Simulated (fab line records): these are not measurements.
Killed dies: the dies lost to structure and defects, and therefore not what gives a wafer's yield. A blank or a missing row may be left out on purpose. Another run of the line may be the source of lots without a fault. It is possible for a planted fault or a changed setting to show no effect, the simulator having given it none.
Chamber matching / flow gf180mcu / GF_V2_ETCH_16 on rie_diel-02 has 4 sister chambers
The step etches BARC in N2/H2. 8 wafers are shown with their chamber, then 10 later ones without.

== WAFERS PAIRED WITH THEIR CHAMBERS ==
wafer=L074.1; chamber=3; oes_product_au (a.u.)=0.856; throttle_valve_pct (%)=13.218
wafer=L077.4; chamber=3; oes_product_au (a.u.)=0.859; throttle_valve_pct (%)=13.220
wafer=L081.4; chamber=2; oes_product_au (a.u.)=0.852; throttle_valve_pct (%)=13.223
wafer=L085.4; chamber=0; oes_product_au (a.u.)=0.861; throttle_valve_pct (%)=13.230
wafer=L085.5; chamber=0; oes_product_au (a.u.)=0.867; throttle_valve_pct (%)=13.228
wafer=L085.6; chamber=1; oes_product_au (a.u.)=0.854; throttle_valve_pct (%)=13.221
wafer=L088.2; chamber=2; oes_product_au (a.u.)=0.857; throttle_valve_pct (%)=13.226
wafer=L088.3; chamber=1; oes_product_au (a.u.)=0.861; throttle_valve_pct (%)=13.209

== WAFERS WITHOUT THEIR CHAMBER ==
wafer=L088.6; oes_product_au (a.u.)=0.852; throttle_valve_pct (%)=13.219
wafer=L091.2; oes_product_au (a.u.)=0.860; throttle_valve_pct (%)=13.216
wafer=L091.5; oes_product_au (a.u.)=0.863; throttle_valve_pct (%)=13.219
wafer=L091.6; oes_product_au (a.u.)=0.861; throttle_valve_pct (%)=13.212
wafer=L092.1; oes_product_au (a.u.)=0.860; throttle_valve_pct (%)=13.208
wafer=L092.2; oes_product_au (a.u.)=0.858; throttle_valve_pct (%)=13.230
wafer=L092.4; oes_product_au (a.u.)=0.854; throttle_valve_pct (%)=13.221
wafer=L094.1; oes_product_au (a.u.)=0.852; throttle_valve_pct (%)=13.226
wafer=L094.2; oes_product_au (a.u.)=0.860; throttle_valve_pct (%)=13.202
wafer=L094.3; oes_product_au (a.u.)=0.854; throttle_valve_pct (%)=13.222

== THE CHAMBER EACH PASSED THROUGH ==
wafer=L088.6; from the rows above=can't be placed: 2 or 3 or 1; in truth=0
wafer=L091.2; from the rows above=can't be placed: 1 or 3 or 2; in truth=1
wafer=L091.5; from the rows above=can't be placed: 3 or 1 or 0 or 2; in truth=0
wafer=L091.6; from the rows above=can't be placed: 1 or 3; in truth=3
wafer=L092.1; from the rows above=can't be placed: 1 or 3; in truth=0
wafer=L092.2; from the rows above=can't be placed: 2 or 0 or 3 or 1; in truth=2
wafer=L092.4; from the rows above=can't be placed: 2 or 3 or 1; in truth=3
wafer=L094.1; from the rows above=can't be placed: 2 or 3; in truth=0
wafer=L094.2; from the rows above=can't be placed: 1 or 3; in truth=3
wafer=L094.3; from the rows above=can't be placed: 2 or 3 or 1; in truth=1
Placed correctly: 0 of 10. These rows do not allow placing 10 (true chamber among the candidates in 7). Placed wrongly: 0.
How it was worked out, from the rows above alone: a wafer's distance from a chamber is the root of the sum, over the readings, of the square of ((its reading less the chamber's mean) divided by the reading's scatter). If the next closest chamber is less than 2 further off than the closest, the wafer can't be placed; otherwise it belongs to the closest. For every chamber, the mean is computed from those of its wafers that are shown. How the scatter is found: for the shown wafers, subtract from each reading the mean of its chamber, square and add these, divide the total by (wafers less chambers), then take the root.
